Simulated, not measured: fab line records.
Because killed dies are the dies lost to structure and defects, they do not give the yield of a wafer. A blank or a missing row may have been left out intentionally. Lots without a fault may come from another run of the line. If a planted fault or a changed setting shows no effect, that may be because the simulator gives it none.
fab line records | flow sky130
[record] lots = 5 wafers = 15 lastDay = 49
route steps=708 shown VIA2@525 METAL3@532 CAPM@537 PAD_OPEN@708
lots that met no fault: taken from a fault-free run of the same line
startH: the number of hours between the record's first day and the start of the first shown wafer of the lot | waitH: hours elapsed since this lot's preceding step | " the same as in the row above | L1.1+2: a single row standing in for several wafers | - no value, or no start given | * or withheld: withheld | < > ~ a bound
route shown NAME@n: NAME is a module with steps in the file, n the number in the route of the first one | usual: mean/standard deviation of fault-free wafers | same: alike in all rows | chamber/n: place in a boat | sites: the reading at each site | _std_site: standard deviation across them | _edge_site: mean of outer sites minus mean of inner sites | radiusMm: for every site, how far away it sits from the centre of the wafer | mask NAME#n: copy n | behind: the most recent tool/chamber to have shaped the wafer | hold: why the lot went on hold/how many hours it stayed there/how the hold came to an end | device: names the non-switching transistor (n, p or np) | end of line: at the end of the route, the tests of the same wafers | where a step has no rows: the recipe by itself | killed: at the first sort, the dies lost to defects and structure; wafer yield is something else | map: per-die view of a wafer (x killed, . not killed, _ where there is no die)
set.NAME: the setting as run; set.NAME@STEP: as run at that earlier step | model.NAME: the simulator's own value behind a step, which no gauge read
certain route steps with their lots: each step a table, each wafer a row
services: a tool's chamber out of use, with start hour (startH, from the record's first day; less than 0 if before it), hours out, and reason
[[steps]]
[step SKY_VIA2_CLEAN_18]
[recipe] chemistry = IPA timeS = 180 tempC = 25
[step SKY_VIA2_CLEAN_19]
[recipe] chemistry = O3/DIW dry = n2Spin
[step SKY_VIA2_SPUTTER_20]
[recipe] material = TiN targetThkNm = 20 chamberPressurePa = 5 powerW = 4000 timeS = 80
[step SKY_VIA2_CVD_21]
[recipe] material = W targetThkNm = 420 timeS = 126.4 tempC = 403.3 pressureTorr = 40
[step SKY_VIA2_CMP_24]
[recipe] stopOn = SiO2 tOverpolishS = 20 downForcePsi = 3.5 platenRpm = 60 targetThkNm = 0 padVelocityMS = 0.94248
[step SKY_METAL3_SPUTTER_00]
[recipe] material = Ti targetThkNm = 15 powerW = 3000 timeS = 10 chamberPressurePa = 0.4
[step SKY_METAL3_SPUTTER_01]
[recipe] material = TiN targetThkNm = 20 powerW = 6500 timeS = 16.7 chamberPressurePa = 0.4
[step SKY_METAL3_SPUTTER_02]
[recipe] material = AlCu targetThkNm = 735 powerW = 10600 timeS = 39.1 chamberPressurePa = 0.4
[step SKY_METAL3_SPUTTER_03]
[recipe] material = Ti targetThkNm = 5 powerW = 3000 timeS = 3.3 chamberPressurePa = 0.4
[step SKY_METAL3_SPUTTER_04]
[recipe] material = TiN targetThkNm = 70 powerW = 6500 timeS = 58.3 chamberPressurePa = 0.4
[step SKY_CAPM_CVD_00]
[recipe] material = SiO2 targetThkNm = 15.5 tempC = 400 timeS = withheld rfW = 450
[usual] heaterPowerW = 774/99
// columns lot.wafer tool chamber startH waitH heaterPowerW model.SiO2_of_CAPM_CVD_00.thkNm
L678.1 pecvd-02 1 884.12 0.0 819 15.43
L678.4 " 2 " " 562 15.59
L678.5 " 1 " " 654 15.55
L685.3 pecvd-02 2 952.07 0.0 628 8.908
L685.4 " 2 " " 608 8.978
L685.5 " 1 " " 796 8.614
L684.2 pecvd-02 2 955.24 0.0 628 9.253
L684.4 " 0 " " 798 8.69
L684.5 " 1 " " 739 8.987
L687.1 pecvd-02 1 971.22 0.0 808 8.71
L687.3 " 0 " " 733 8.539
L687.4 " 0 " " 743 8.521
L691.3 pecvd-03 0 987.36 0.0 880 15.28
L691.4 " 1 " " 861 15.79
L691.5 " 0 " " 872 15.61
[step SKY_CAPM_THK_MEAS_01]
[recipe] reads = SiO2_of_CAPM_CVD_00
[usual] CAPM_CVD_00_THK = 15.53/0.24
// columns lot.wafer tool chamber startH waitH CAPM_CVD_00_THK[nm]
L678.1 filmMetro-04 - 884.16 - 15.39
L678.4 " - " " 15.56
L678.5 " - " " 15.54
L685.3 filmMetro-03 - 952.11 - 8.88
L685.4 " - " " 8.91
L685.5 " - " " 8.59
L684.2 filmMetro-04 - 955.27 - 9.22
L684.4 " - " " 8.71
L684.5 " - " " 9.02
L687.1 filmMetro-03 - 971.24 - 8.69
L687.3 " - " " 8.55
L687.4 " - " " 8.48
L691.3 filmMetro-03 - 987.40 - 15.29
L691.4 " - " " 15.78
L691.5 " - " " 15.58
[step SKY_CAPM_SPUTTER_02]
[recipe] material = TiN targetThkNm = 200 tempC = 300 powerW = 6500 timeS = 166.7 chamberPressurePa = 0.4
[step SKY_CAPM_DEHYDRATE_05]
[recipe] tempC = 200 timeS = 60
[step SKY_CAPM_HMDS_06]
[recipe] primeTimeS = 60 primeTempC = 120
[step SKY_CAPM_COAT_07]
[recipe] resist = NOVOLAK spinRpm = 3000 resistThkNm = 1140
[step SKY_CAPM_SOFTBAKE_08]
[recipe] tempC = 90 timeS = 60 resist = NOVOLAK
[step SKY_CAPM_EXPOSE_09]
[recipe] maskId = CAPM na = 0.6 sourceShape = conventional sigmaOuter = 0.6 polarization = unpolarized targetCdNm = 1000 doseMj = 159
[step SKY_CAPM_PEB_10]
[recipe] tempC = withheld timeS = * resist = NOVOLAK
[step SKY_CAPM_DEVELOP_11]
[recipe] resist = NOVOLAK developer = TMAH developTimeS = 60 devTempC = 23
[step SKY_CAPM_METAL_ETCH_13]
[recipe] targetDepthNm = 220 stopOn = SiO2 chemistry = Cl2/BCl3 target = TiN pressureMtorr = 10 icpW = 900 biasW = 48.5 Cl2_flow_sccm = 60 bcl3FlowSccm = 30 timeS = 62.9
[step SKY_CAPM_STRIP_14]
[recipe] chemistry = O2/N2 powerW = 1400 pressureMtorr = 1500 platenTempC = withheld o2FlowSccm = 3000 n2FlowSccm = 300 overashFraction = 0.5
[step SKY_CAPM_STRIP_15]
[recipe] chemistry = postEtchResidueRemover timeS = 1200 tempC = 72.5
[step SKY_CAPM_CLEAN_16]
[recipe] chemistry = IPA timeS = 180 tempC = 25
[step SKY_CAPM_CLEAN_17]
[recipe] chemistry = O3/DIW dry = n2Spin
[step SKY_METAL3_DEHYDRATE_05]
[recipe] tempC = 200 timeS = 60
[step SKY_METAL3_HMDS_06]
[recipe] primeTimeS = 60 primeTempC = 120
[step SKY_METAL3_COAT_07]
[recipe] resist = BARC tempC = withheld timeS = withheld spinRpm = 3000 resistThkNm = 60
[step SKY_METAL3_COAT_08]
[recipe] resist = KrF-thick spinRpm = 3000 resistThkNm = 1140
[step SKY_METAL3_SOFTBAKE_09]
[recipe] tempC = 100 timeS = 90 resist = KrF-thick
[step SKY_METAL3_EXPOSE_10]
[recipe] maskId = MM3 na = 0.68 sourceShape = annular sigmaInner = 0.4 sigmaOuter = 0.8 targetCdNm = 300 doseMj = 28
[step SKY_METAL3_PEB_11]
[recipe] pebTempC = withheld pebTimeS = withheld resist = KrF-thick
[step SKY_METAL3_DEVELOP_12]
[recipe] developTimeS = 62.14 resist = KrF-thick devTempC = 21
[step SKY_METAL3_DESCUM_15]
[recipe] chemistry = O2 sourcePowerW = 150 biasPowerW = 0 pressureMtorr = 10 tempC = 40 timeS = 8
[step SKY_METAL3_ETCH_16]
[recipe] chemistry = N2/H2 target = BARC ionEnergyEv = 200 biasW = 100 pressureMtorr = 30 n2FlowSccm = 100 h2FlowSccm = 200 icpW = 500 stopOn = SiO2 timeS = 88.2 targetDepthA = 600
[step SKY_METAL3_ETCH_17]
[recipe] target = SiO2 stopOn = TiN chemistry = C4F8/O2/Ar sourceW = 1500 biasW = 1200 pressureMtorr = 40 c4f8FlowSccm = withheld O2_flow_sccm = 6 Ar_flow_sccm = 300 timeS = 3.9 targetDepthA = 150
[usual] oesProductAu = 0.754/0.0073
// columns lot.wafer tool chamber startH waitH oesProductAu rfHoursCounterH model.etch.depthNm
L678.1 rieDiel-01 1 936.13 0.1 0.757 4 15.43
L678.4 " 3 " " 0.751 9 15.59
L678.5 " 3 " " 0.757 - 15.55
L685.3 rieDiel-01 3 1001.43 0.0 0.596 11 8.908
L685.4 " 0 " " 0.592 3 8.978
L685.5 " 0 " " 0.579 - 8.614
L684.2 rieDiel-01 2 1004.08 0.1 0.603 18 9.253
L684.4 " 1 " " 0.590 6 8.69
L684.5 " 1 " " 0.594 - 8.987
L687.1 rieDiel-01 0 1018.93 0.1 0.588 4 8.71
L687.3 " 2 " " 0.581 18 8.539
L687.4 " 1 " " 0.581 6 8.521
L691.3 rieDiel-01 3 1033.88 0.0 0.752 12 15.28
L691.4 " 0 " " 0.761 4 15.79
L691.5 " 1 " " 0.766 - 15.61
[step SKY_PAD_OPEN_PROBE_99]
[usual] defectLimitedYield = 82.9/1.7 killed_at_M0_to_M3 = 42/6.7 killed_at_M4_up = 3.4/2 killedAtContacts = 24/5.1 killedAtFrontEnd = 14/4.2 killedAtOther = 0.2/0.49 killedDies = 84/8.4 killedOpen = 46/7 killedShort = 39/5.8
[same] grossDies = 492 killedAtBackSide = 0
// columns lot.wafer tool chamber startH waitH defectLimitedYield[%] killed_at_M0_to_M3 killed_at_M4_up killedAtContacts killedAtFrontEnd killedAtOther killedDies killedOpen killedShort model.etest.tester.sortNPass model.etest.tester.sortYieldPct model.etest.tester.sort_bin_5_pct model.etest.capMim.bvV model.etest.capMim.leakLog10ACm2 model.etest.capMim.cFfUm2 model.etest.tester.sort_bin_4_pct model.etest.tester.sort_bin_8_pct
L678.1 prober-02 - 1105.61 0.1 85.0 40 3 20 11 0 74 41 33 418 84.96 8.13 13.57 -8.923 2.357 0 0
L678.4 prober-02 - 1105.76 0.2 84.1 27 6 27 17 1 78 50 28 414 84.15 8.13 13.94 -9.043 2.325 0 0
L678.5 prober-02 - 1105.81 0.2 84.6 39 5 25 7 0 76 45 31 416 84.55 8.943 13.56 -9.038 2.352 0 0
L685.3 prober-02 - 1156.52 0.2 82.3 51 4 23 9 0 87 47 40 0 0 94.11 8.103 -6.028 4.067 2.113e-07 7.503e-27
L685.4 prober-02 - 1156.57 0.2 79.5 51 4 31 14 1 101 57 44 0 0 90.24 7.923 -5.846 4.053 3.659e-06 2.843e-26
L685.5 prober-02 - 1156.62 0.2 84.1 44 3 16 13 2 78 37 41 0 0 92.48 7.632 -5.731 4.186 0.0002446 3.046e-30
L684.2 prober-01 - 1159.20 0.1 84.3 42 3 22 10 0 77 44 33 0 0 93.09 8.596 -6.333 3.933 2.355e-11 2.634e-24
L684.4 prober-01 - 1159.30 0.2 79.9 53 4 30 12 0 99 69 30 0 0 93.7 7.585 -5.697 4.182 0.0004268 2.773e-33
L684.5 prober-01 - 1159.35 0.2 81.9 37 2 36 14 0 89 48 41 0 0 91.87 7.946 -6.133 4.08 2.654e-06 2.054e-30
L687.1 prober-02 - 1170.41 0.1 85.8 35 3 22 9 1 70 35 35 0 0 94.31 7.887 -5.85 4.197 6.814e-06 1.059e-32
L687.3 prober-02 - 1170.51 0.2 83.5 44 1 22 13 1 81 42 39 0 0 94.31 7.636 -5.804 4.235 0.0002295 9.79e-33
L687.4 prober-02 - 1170.56 0.2 79.9 50 2 28 19 0 99 54 45 0 0 92.89 7.994 -5.798 4.273 1.225e-06 3.826e-34
L691.3 prober-01 - 1183.86 0.2 80.5 47 3 20 25 1 96 58 38 396 80.49 11.99 13.87 -9.074 2.364 0 0
L691.4 prober-01 - 1183.91 0.2 83.7 46 3 19 12 0 80 43 37 412 83.74 9.959 14.09 -9.078 2.325 0 0
L691.5 prober-01 - 1183.96 0.2 82.3 41 3 25 18 0 87 47 40 405 82.32 10.16 14.03 -8.816 2.33 0 0
// killed by level:class
L678.1 VIA3:geometricParticle:open=9 VIA1:geometricParticle:open=8 CONTACT:geometricParticle:open=6 METAL1:geometricParticle:short=5 LI_CONTACT:geometricParticle:open=5 VIA1:geometricParticle:short=5 POLY_GATE:geometricParticle:short=4 LOCAL_INTERCONNECT:geometricParticle:short=4
L678.4 CONTACT:geometricParticle:open=11 LI_CONTACT:geometricParticle:open=7 VIA1:geometricParticle:open=7 FIELD_ISO:geometricParticle:open=6 POLY_GATE:geometricParticle:open=5 METAL4:geometricParticle:short=4 LOCAL_INTERCONNECT:geometricParticle:short=4 VIA2:geometricParticle:open=4
L678.5 VIA2:geometricParticle:open=11 CONTACT:geometricParticle:open=9 LI_CONTACT:geometricParticle:open=8 VIA1:geometricParticle:short=8 VIA3:geometricParticle:open=5 METAL4:geometricParticle:short=5 VIA3:geometricParticle:short=4 VIA1:geometricParticle:open=4
L685.3 VIA1:geometricParticle:open=11 METAL2:geometricParticle:short=9 CONTACT:geometricParticle:open=8 VIA1:geometricParticle:short=7 LOCAL_INTERCONNECT:geometricParticle:short=6 VIA2:geometricParticle:open=6 METAL1:geometricParticle:short=5 VIA3:geometricParticle:open=5
L685.4 VIA1:geometricParticle:open=15 CONTACT:geometricParticle:open=12 LI_CONTACT:geometricParticle:open=7 CONTACT:geometricParticle:short=7 VIA2:geometricParticle:open=6 VIA2:geometricParticle:short=6 FIELD_ISO:geometricParticle:open=5 VIA1:geometricParticle:short=5
L685.5 VIA3:geometricParticle:open=7 CONTACT:geometricParticle:open=6 METAL2:geometricParticle:short=6 VIA2:geometricParticle:open=6 CONTACT:geometricParticle:short=5 METAL1:geometricParticle:short=5 VIA1:geometricParticle:short=5 FIELD_ISO:geometricParticle:short=4
L684.2 VIA1:geometricParticle:open=10 CONTACT:geometricParticle:open=8 LI_CONTACT:geometricParticle:open=7 VIA3:geometricParticle:open=6 VIA1:geometricParticle:short=5 VIA2:geometricParticle:open=5 VIA3:geometricParticle:short=5 POLY_CUT:geometricParticle:short=3
L684.4 VIA1:geometricParticle:open=22 CONTACT:geometricParticle:open=14 VIA3:geometricParticle:open=10 LI_CONTACT:geometricParticle:open=8 FIELD_ISO:geometricParticle:open=5 CONTACT:geometricParticle:short=4 VIA3:geometricParticle:short=4 METAL3:geometricParticle:short=4
L684.5 CONTACT:geometricParticle:open=15 VIA1:geometricParticle:open=11 LOCAL_INTERCONNECT:geometricParticle:short=8 CONTACT:geometricParticle:short=8 VIA3:geometricParticle:open=7 FIELD_ISO:geometricParticle:short=6 POLY_GATE:geometricParticle:open=4 VIA1:geometricParticle:short=4
L687.1 CONTACT:geometricParticle:open=9 METAL2:geometricParticle:short=8 VIA2:geometricParticle:open=7 CONTACT:geometricParticle:short=5 VIA3:geometricParticle:open=5 LOCAL_INTERCONNECT:geometricParticle:short=4 VIA1:geometricParticle:open=4 METAL3:geometricParticle:short=4
L687.3 VIA1:geometricParticle:open=10 LI_CONTACT:geometricParticle:open=8 VIA1:geometricParticle:short=8 CONTACT:geometricParticle:open=6 METAL1:geometricParticle:short=6 VIA3:geometricParticle:open=6 VIA2:geometricParticle:open=5 FIELD_ISO:geometricParticle:short=3
L687.4 VIA1:geometricParticle:open=16 CONTACT:geometricParticle:open=9 METAL2:geometricParticle:short=9 FIELD_ISO:geometricParticle:short=7 LI_CONTACT:geometricParticle:open=7 VIA1:geometricParticle:short=6 VIA3:geometricParticle:open=5 POLY_GATE:geometricParticle:open=4
L691.3 VIA1:geometricParticle:open=12 METAL1:geometricParticle:short=10 LI_CONTACT:geometricParticle:open=9 CONTACT:geometricParticle:open=7 VIA1:geometricParticle:short=6 METAL2:geometricParticle:short=6 FIELD_ISO:geometricParticle:open=5 POLY_GATE:geometricParticle:open=5
L691.4 VIA3:geometricParticle:open=8 VIA2:geometricParticle:open=7 VIA1:geometricParticle:open=7 METAL2:geometricParticle:short=5 POLY_GATE:geometricParticle:open=4 LI_CONTACT:geometricParticle:short=4 LI_CONTACT:geometricParticle:open=4 LOCAL_INTERCONNECT:geometricParticle:short=4
L691.5 CONTACT:geometricParticle:open=8 VIA3:geometricParticle:open=7 LI_CONTACT:geometricParticle:open=7 METAL1:geometricParticle:short=6 METAL2:geometricParticle:short=6 VIA2:geometricParticle:open=6 FIELD_ISO:geometricParticle:open=5 CONTACT:geometricParticle:short=5
[[services]]
// columns tool chamber startH hours kind
pecvd-02 1 872.74 2.1 scheduledDown
rieDiel-01 0 872.91 - clean
rieDiel-01 0 872.91 15.4 scheduledDown
rieDiel-01 0 872.91 15.4 ventCycle
pecvd-02 0 880.23 7.7 repair
rieDiel-01 2 929.96 5.9 repair
pecvd-03 0 965.33 16.5 scheduledDown
pecvd-03 1 999.38 - clean
pecvd-03 1 999.38 - consumableReplace:showerhead
pecvd-03 1 999.38 29.0 scheduledDown
pecvd-03 1 999.38 29.0 ventCycle
pecvd-03 - 1018.74 1.6 repair
[[key]]
[firstSign] step = SKY_CAPM_THK_MEAS_01 reading = CAPM_CVD_00_THK direction = down sigmas = 28 usual = 15.53 struck = 8.78
[effect] step = SKY_METAL3_ETCH_17 reading = oesProductAu direction = down sigmas = 23 usual = 0.754 struck = 0.589
[modelEffect] step = SKY_CAPM_CVD_00 value = SiO2_of_CAPM_CVD_00.thkNm without = 15.6 struck = 8.8
[modelEffect] step = SKY_METAL3_ETCH_17 value = etch.depthNm without = 15.6 struck = 8.8
[modelEffect] step = SKY_PAD_OPEN_PROBE_99 value = etest.tester.sortNPass without = 405.2 struck = 0
metAt SKY_CAPM_CVD_00
struckWafers L684.2,L684.4,L684.5,L685.3,L685.4,L685.5,L687.1,L687.3,L687.4
onsetBetween 884.12 952.07
[fault] kind = processParameterDrift tool = pecvd-02 chamber = - onsetH = 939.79 steps = SKY_CAPM_CVD_00 channel = targetThkNm offset = -6.7895 shape = step endH = 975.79 actsIn = theseRecipesOnly stated = 15.5
